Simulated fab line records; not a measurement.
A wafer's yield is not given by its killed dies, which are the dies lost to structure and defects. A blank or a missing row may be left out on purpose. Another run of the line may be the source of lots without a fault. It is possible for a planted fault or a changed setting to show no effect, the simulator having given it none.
2 desks looking at one fault | flow sky130 | each desk has only its own numbers; what lay behind them comes last

## THE TOOL OWNER'S DESK: rie metal-04
The tool's own readings at SKY_METAL2_ETCH_18 (etches BARC in N2/H2, stops on SiO2, time 45.9 s, target depth 60 nm): means of the sampled wafers that have a number, for each lot that ran on this tool. A lot is out of limits, marked OUT, if its mean lies more than 4 standard deviations from the usual mean; the brackets give that distance.
Columns: A = drypump motor current A at SKY_METAL2_ETCH_18, usual 5.71 A; B = oes product au at SKY_METAL2_ETCH_18, usual 0.855 a.u.; C = throttle valve pct at SKY_METAL2_ETCH_18, usual 13.224 %
lot  | first seen here | A    | B     | C
L692 | day 36 19:06    | 6.02 | 0.852 | 13.227
L693 | day 37 05:23    | 6.04 | 0.856 | 13.231
L694 | day 37 09:39    | 6.05 | 0.854 | 13.222
L697 | day 38 15:20    | 5.40 | 0.850 | 13.232
L701 | day 39 10:43    | 5.08 | 0.857 | 13.214
L702 | day 39 21:57    | 6.03 | 0.857 | 13.241
L709 | day 42 01:24    | 6.04 | 0.857 | 13.222
This desk found nothing out of limits on any of the 7 lots.

## FROM THE METROLOGY DESK
What the gauges read for every lot (on any tool): the sampled wafers with a number, averaged. A lot is out of limits, marked OUT, if its mean lies more than 4 standard deviations from the usual mean; the brackets give that distance.
Columns: A = VIA3_OVL at SKY_VIA3_OVL_MEAS_13, usual -1 nm; B = METAL5_ALCU_THK at SKY_METAL5_THK_MEAS_06, usual 1137 nm
lot  | first seen here | A  | B
L690 | day 40 22:02    | -0 | 1146
L691 | day 41 00:17    | 2  | 1140
L692 | day 41 04:41    | 7  | 1136
L693 | day 41 15:38    | -6 | 1132
L694 | day 41 19:27    | -1 | 1129
L695 | day 42 05:04    | 1  | 1144
L697 | day 42 23:05    | -1 | 1121
L699 | day 43 07:20    | 2  | 1143
L701 | day 43 16:00    | 0  | 1145
L702 | day 44 01:14    | -5 | 1124
L709 | day 46 01:30    | -1 | 1150
L708 | day 46 07:54    | -4 | 1137
This desk found nothing out of limits on any of the 12 lots.

## PUT TOGETHER
Nothing out of limits was seen by the tool owner's desk.
Nothing out of limits was seen by the metrology desk.

## WHAT WAS PUT IN BY THE SIMULATOR
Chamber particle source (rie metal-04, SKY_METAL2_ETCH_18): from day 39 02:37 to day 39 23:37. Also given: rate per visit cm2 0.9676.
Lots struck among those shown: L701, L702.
